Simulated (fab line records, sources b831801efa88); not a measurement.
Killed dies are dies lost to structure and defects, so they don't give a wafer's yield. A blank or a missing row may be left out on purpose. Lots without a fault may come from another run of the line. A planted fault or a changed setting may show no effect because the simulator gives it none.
fab line records | flow gf180mcu
record lots=12 wafers=36 last_day=34
route steps=602 shown NWELL@50 HV_LDD@183 CONTACT@291 V1@358
lots that met no fault: from a run of the same line without faults
start_h: hours from the record's first day to the start of the lot's first wafer shown | wait_h: hours since the lot's step before | " the same as in the row above | L1.1+2: a row that stands for several wafers | - no value, or no start given | * or withheld: withheld | < > ~ a bound
route shown NAME@n: a module of which the file shows steps, and the number in the route of the first | usual: mean/standard deviation of fault-free wafers | same: alike in all rows | chamber/n: place in a boat | sites: the reading at each site | _std_site: their standard deviation | _edge_site: outer sites' mean less inner sites' | radius_mm: how far each site lies from the wafer's centre | mask NAME#n: copy n | behind: the tool/chamber that last shaped the wafer | hold: why the lot was held/for how many hours/how that ended | device: the transistor (n, p or np) that didn't switch | end of line: the same wafers' tests at the end of the route | a step without rows: its recipe alone | killed: dies lost to structure and defects at the first sort, not the wafer's yield | map: a wafer's dies, x killed, . not, _ none there
set.NAME: the setting as run; set.NAME@STEP: as run at that earlier step | model.NAME: the simulator's own value behind a step, which no gauge read
steps of the route over a sample of lots; a table a step, a row a wafer
services: from which hour (start_h, from the record's first day; less than 0 if before it) a tool's chamber was out of use, for how many hours, and why
## steps
# step GF_NWELL_IMPLANT_08
# recipe species=P energy_kev=450 dose_cm2=1.5e+13 tilt_deg=0
# usual beam_on_s=9.98/0.18 dose_ions_cm2=1.5001e+13/1.5e+10 faraday_current_uA=84.8/1.5
# columns lot.wafer tool chamber start_h wait_h beam_on_s dose_ions_cm2 faraday_current_uA
L146.1 implanter-03 0 56.62 0.0 9.93 1.5011e+13 84.9
L146.2 " 0 " " 10.08 1.499e+13 83.7
L146.5 " 0 " " 9.84 1.5007e+13 85.6
L148.1 implanter-02 0 66.87 0.0 10.01 1.5008e+13 84.2
L148.3 " 0 " " 9.99 1.4997e+13 84.1
L148.6 " 0 " " 10.17 1.5001e+13 83.7
L149.1 implanter-01 0 71.67 0.0 10.18 1.4992e+13 84.1
L149.3 " 0 " " 10.12 1.4987e+13 83.4
L149.5 " 0 " " 9.81 1.4981e+13 86.2
L151.1 implanter-01 0 82.31 0.0 10.11 1.5001e+13 84.1
L151.3 " 0 " " 9.59 1.4982e+13 87.8
L151.6 " 0 " " 10.23 1.4982e+13 82.7
L152.1 implanter-02 0 90.41 0.0 10.36 1.5013e+13 81.3
L152.2 " 0 " " 10.06 1.4993e+13 83.5
L152.3 " 0 " " 9.86 1.502e+13 85.5
L155.1 implanter-03 0 105.41 0.0 9.57 1.4991e+13 87.8
L155.3 " 0 " " 10.10 1.4988e+13 83.6
L155.4 " 0 " " 9.96 1.4995e+13 85.0
L161.4 implanter-02 0 139.14 0.1 7.76 1.4982e+13 108.7
L161.5 " 0 " " 7.66 1.4996e+13 110.2
L161.6 " 0 " " 7.61 1.4982e+13 110.9
L163.1 implanter-02 0 149.31 0.0 7.89 1.5031e+13 107.0
L163.3 " 0 " " 7.73 1.4993e+13 109.9
L163.4 " 0 " " 7.69 1.5029e+13 110.1
L164.2 implanter-01 0 153.36 0.0 10.00 1.5003e+13 84.4
L164.5 " 0 " " 9.92 1.5008e+13 85.7
L164.6 " 0 " " 9.79 1.5014e+13 86.1
L166.2 implanter-03 0 169.23 0.0 9.91 1.4992e+13 85.1
L166.3 " 0 " " 9.84 1.498e+13 86.1
L166.5 " 0 " " 9.57 1.4995e+13 88.3
L168.3 implanter-01 0 176.01 0.1 10.03 1.4994e+13 83.9
L168.4 " 0 " " 9.89 1.5e+13 85.8
L168.5 " 0 " " 9.57 1.499e+13 88.0
L169.2 implanter-03 0 182.08 0.0 9.80 1.5053e+13 85.9
L169.4 " 0 " " 9.78 1.5009e+13 86.4
L169.6 " 0 " " 10.15 1.4992e+13 83.2
# step GF_NWELL_TW_MEAS_11
# usual NWELL_TW=1564/13
# columns lot.wafer tool chamber start_h wait_h NWELL_TW
L146.1 film_metro-03 - 57.02 0.1 1578
L146.2 " - " " 1595
L146.5 " - " " 1586
L148.1 film_metro-03 - 67.27 0.1 1573
L148.3 " - " " 1581
L148.6 " - " " 1582
L149.1 film_metro-04 - 72.07 0.1 1563
L149.3 " - " " 1564
L149.5 " - " " 1555
L151.1 film_metro-03 - 82.71 0.1 1580
L151.3 " - " " 1578
L151.6 " - " " 1582
L152.1 film_metro-01 - 91.03 0.3 1558
L152.2 " - " " 1551
L152.3 " - " " 1555
L155.1 film_metro-01 - 105.81 0.1 1548
L155.3 " - " " 1555
L155.4 " - " " 1550
L161.4 film_metro-01 - 139.49 0.1 1453
L161.5 " - " " 1452
L161.6 " - " " 1457
L163.1 film_metro-01 - 149.71 0.1 1460
L163.3 " - " " 1455
L163.4 " - " " 1467
L164.2 film_metro-03 - 153.74 0.1 1582
L164.5 " - " " 1585
L164.6 " - " " 1591
L166.2 film_metro-01 - 169.62 0.1 1563
L166.3 " - " " 1568
L166.5 " - " " 1570
L168.3 film_metro-01 - 176.38 0.1 1562
L168.4 " - " " 1558
L168.5 " - " " 1555
L169.2 film_metro-01 - 182.47 0.1 1570
L169.4 " - " " 1556
L169.6 " - " " 1574
# step GF_VT_IMPLANT_RS_MEAS_47
# recipe thk_meas_gauge=four-point-probe
# usual NWELL_RS=487.7/1.3
# columns lot.wafer tool chamber start_h wait_h NWELL_RS[ohm/sq]
L146.1 film_metro-03 - 158.31 0.1 489.3
L146.2 " - " " 485.9
L146.5 " - " " 488.4
L148.1 film_metro-03 - 172.07 0.1 487.8
L148.3 " - " " 488.3
L148.6 " - " " 486.9
L149.1 film_metro-03 - 179.09 0.1 488.5
L149.3 " - " " 488.7
L149.5 " - " " 487.7
L151.1 film_metro-01 - 190.36 0.1 488.2
L151.3 " - " " 488.4
L151.6 " - " " 488.0
L152.1 film_metro-03 - 202.19 0.1 487.3
L152.2 " - " " 488.0
L152.3 " - " " 488.1
L155.1 film_metro-03 - 220.61 0.1 487.2
L155.3 " - " " 486.2
L155.4 " - " " 486.4
L161.4 film_metro-03 - 262.32 0.1 559.5
L161.5 " - " " 559.7
L161.6 " - " " 557.0
L163.1 film_metro-01 - 275.21 0.1 562.3
L163.3 " - " " 564.2
L163.4 " - " " 563.7
L164.2 film_metro-03 - 277.66 0.1 487.6
L164.5 " - " " 487.9
L164.6 " - " " 486.8
L166.2 film_metro-03 - 298.22 0.1 486.3
L166.3 " - " " 486.6
L166.5 " - " " 486.4
L168.3 film_metro-01 - 306.25 0.1 486.5
L168.4 " - " " 489.2
L168.5 " - " " 487.6
L169.2 film_metro-01 - 315.58 0.1 486.5
L169.4 " - " " 486.3
L169.6 " - " " 486.1
# step GF_HV_LDD_CD_MEAS_07
# recipe target_cd_nm=400
# usual cd_nm=399.6/2.3
# columns lot.wafer tool chamber start_h wait_h cd_nm
L146.1 cd_sem-01 - 215.84 0.1 402.0
L146.2 " - " " 402.1
L146.5 " - " " 401.8
L148.1 cd_sem-01 - 232.72 0.1 399.1
L148.3 " - " " 396.2
L148.6 " - " " 399.3
L149.1 cd_sem-02 - 238.64 0.1 398.2
L149.3 " - " " 399.1
L149.5 " - " " 397.9
L151.1 cd_sem-01 - 251.92 0.1 400.5
L151.3 " - " " 399.3
L151.6 " - " " 400.2
L152.1 cd_sem-01 - 265.12 0.1 397.2
L152.2 " - " " 396.7
L152.3 " - " " 394.4
L155.1 cd_sem-01 - 284.71 0.2 400.6
L155.3 " - " " 400.6
L155.4 " - " " 398.2
L161.4 cd_sem-02 - 329.54 0.1 397.5
L161.5 " - " " 399.8
L161.6 " - " " 400.7
L163.1 cd_sem-02 - 345.29 0.1 396.4
L163.3 " - " " 397.9
L163.4 " - " " 396.6
L164.2 cd_sem-01 - 348.56 0.1 401.2
L164.5 " - " " 404.4
L164.6 " - " " 400.2
L166.2 cd_sem-02 - 373.16 0.1 402.7
L166.3 " - " " 399.9
L166.5 " - " " 403.7
L168.3 cd_sem-01 - 382.40 0.1 399.4
L168.4 " - " " 399.3
L168.5 " - " " 398.3
L169.2 cd_sem-02 - 389.28 0.1 401.7
L169.4 " - " " 402.6
L169.6 " - " " 400.8
# step GF_CONTACT_CMP_04
# recipe material=SiO2 down_force_psi=4 platen_rpm=60 pad_velocity_m_s=0.94248
# usual motor_current_A=12.3/1 platen_rpm=60.00/0.041 retaining_ring_pressure_frac=1.001/0.0049 time_to_endpoint_s=109/8.3
# columns lot.wafer tool chamber start_h wait_h motor_current_A platen_rpm retaining_ring_pressure_frac time_to_endpoint_s
L146.1 cmp-02 1 344.52 0.1 11.5 60.04 0.992 96
L146.2 " 2 " " 10.1 59.88 1.009 96
L146.5 " 2 " " 9.5 60.00 1.012 104
L148.1 cmp-01 3 360.34 0.1 12.6 60.07 0.998 110
L148.3 " 2 " " 12.7 60.09 1.008 99
L148.6 " 0 " " 12.9 59.96 0.994 116
L149.1 cmp-01 1 368.47 0.1 12.9 59.99 1.005 105
L149.3 " 2 " " 12.8 59.99 1.002 96
L149.5 " 0 " " 12.7 60.05 1.008 120
L151.1 cmp-01 1 383.45 0.1 13.6 60.01 1.005 108
L151.3 " 2 " " 12.8 60.01 1.000 103
L151.6 " 1 " " 13.3 59.93 1.008 114
L152.1 cmp-01 0 399.89 0.1 12.9 60.07 1.003 112
L152.2 " 2 " " 13.2 59.99 0.996 90
L152.3 " 3 " " 12.5 59.90 1.000 98
L155.4 cmp-02 3 423.83 0.0 12.7 59.99 1.001 114
L155.3 " 0 " " 11.8 59.97 1.001 106
L155.1 " 2 " " 9.8 60.01 0.999 108
L161.4 cmp-02 0 475.23 0.2 11.9 59.98 0.995 112
L161.5 " 1 " " 11.9 60.04 0.996 104
L161.6 " 2 " " 10.1 59.96 0.996 108
L163.3 cmp-01 2 492.21 0.0 12.7 60.01 0.997 107
L163.1 " 3 " " 13.0 59.97 1.000 113
L163.4 " 0 " " 12.8 60.03 1.003 123
L164.2 cmp-01 2 494.35 0.0 12.5 60.00 0.994 101
L164.5 " 2 " " 12.7 60.01 0.997 105
L164.6 " 3 " " 12.5 59.95 1.002 111
L166.2 cmp-02 3 521.22 0.1 12.6 60.01 1.000 96
L166.3 " 0 " " 11.5 60.04 1.003 104
L166.5 " 2 " " 9.9 60.06 1.007 101
L168.4 cmp-01 3 531.67 0.0 12.8 60.00 0.999 111
L168.3 " 2 " " 12.9 60.01 0.999 95
L168.5 " 0 " " 12.4 59.98 1.002 115
L169.4 cmp-02 3 539.42 0.1 11.8 59.97 1.010 102
L169.2 " 1 " " 11.4 60.07 0.999 92
L169.6 " 2 " " 10.2 60.04 1.002 108
# step GF_V1_CVD_23
# recipe material=W target_thk_nm=350 time_s=105.05 temp_c=400 pressure_torr=40
# usual heater_power_w=796/85
# columns lot.wafer tool chamber start_h wait_h heater_power_w
L146.1 cvd_w-01 1 415.12 0.0 859
L146.2 " 1 " " 866
L146.5 " 1 " " 858
L148.1 cvd_w-02 0 434.13 0.0 834
L148.3 " 0 " " 813
L148.6 " 0 " " 797
L149.1 cvd_w-01 0 442.58 0.0 848
L149.3 " 0 " " 848
L149.5 " 1 " " 851
L151.1 cvd_w-02 1 459.26 0.0 642
L151.3 " 0 " " 818
L151.6 " 0 " " 811
L152.1 cvd_w-02 1 476.63 0.0 653
L152.2 " 0 " " 797
L152.3 " 0 " " 825
L155.1 cvd_w-01 1 499.49 0.0 864
L155.3 " 0 " " 846
L155.4 " 1 " " 856
L161.4 cvd_w-02 1 548.74 0.1 628
L161.5 " 0 " " 823
L161.6 " 1 " " 655
L163.1 cvd_w-02 1 565.43 0.0 630
L163.3 " 0 " " 813
L163.4 " 1 " " 646
L164.2 cvd_w-02 0 567.71 0.0 810
L164.5 " 1 " " 651
L164.6 " 0 " " 833
L166.2 cvd_w-02 1 592.48 0.0 653
L166.3 " 1 " " 639
L166.5 " 1 " " 643
L168.3 cvd_w-02 1 601.27 0.1 657
L168.4 " 0 " " 813
L168.5 " 0 " " 820
L169.2 cvd_w-01 1 609.08 0.0 873
L169.4 " 0 " " 835
L169.6 " 0 " " 842
## services
# columns tool chamber start_h hours kind
cvd_w-02 0 40.58 8.9 repair
cmp-02 - 58.64 0.4 repair
cmp-01 - 59.80 0.2 repair
cmp-01 - 60.47 11.2 pm
cmp-02 - 64.00 4.0 pm
cmp-02 - 69.02 1.4 repair
cmp-02 - 95.19 0.7 repair
cmp-01 - 146.18 1.8 repair
cvd_w-02 0 160.12 2.7 repair
cmp-01 - 177.67 1.1 repair
cvd_w-02 0 221.11 8.0 repair
cmp-01 - 227.21 3.0 pm
cmp-01 - 232.27 4.0 pm
cmp-01 - 244.71 0.9 repair
cvd_w-02 0 267.84 9.7 repair
cmp-01 - 380.60 2.5 repair
cvd_w-02 - 390.00 14.0 pm
cvd_w-02 1 441.61 5.0 repair
cvd_w-02 0 442.95 15.1 repair
cmp-01 - 454.07 0.5 repair
cmp-01 - 458.85 9.3 pm
cmp-01 - 517.84 0.3 repair
cmp-01 - 572.35 4.0 pm
cmp-01 - 596.21 4.3 pm
## key
first_sign step=GF_NWELL_IMPLANT_08 reading=faraday_current_uA direction=up sigmas=16 usual=84.8 struck=109.5
effect step=GF_NWELL_IMPLANT_08 reading=beam_on_s direction=down sigmas=12 usual=9.98 struck=7.72
effect step=GF_NWELL_TW_MEAS_11 reading=NWELL_TW direction=down sigmas=8 usual=1564 struck=1457
effect step=GF_VT_IMPLANT_RS_MEAS_47 reading=NWELL_RS direction=up sigmas=57 usual=487.7 struck=561.1
met_at GF_NWELL_IMPLANT_08
struck_lots L161,L163
tester_left_out L161,L163
not_acting_at GF_HV_LDD_CD_MEAS_07,GF_CONTACT_CMP_04,GF_V1_CVD_23
onset_between 90.41 139.14
fault kind=process_parameter_drift tool=implanter-02 chamber=- onset_h=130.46 steps=GF_NWELL_IMPLANT_08 channel=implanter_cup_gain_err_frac offset=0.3 shape=step end_h=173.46
# tester_left_out: of these lots the tester's yield and bins aren't shown, on N5 and GAA mostly nor the transistor test; their killed dies are dies lost to structure and defects alone, not to doping, threshold or leakage, so they don't give the yield
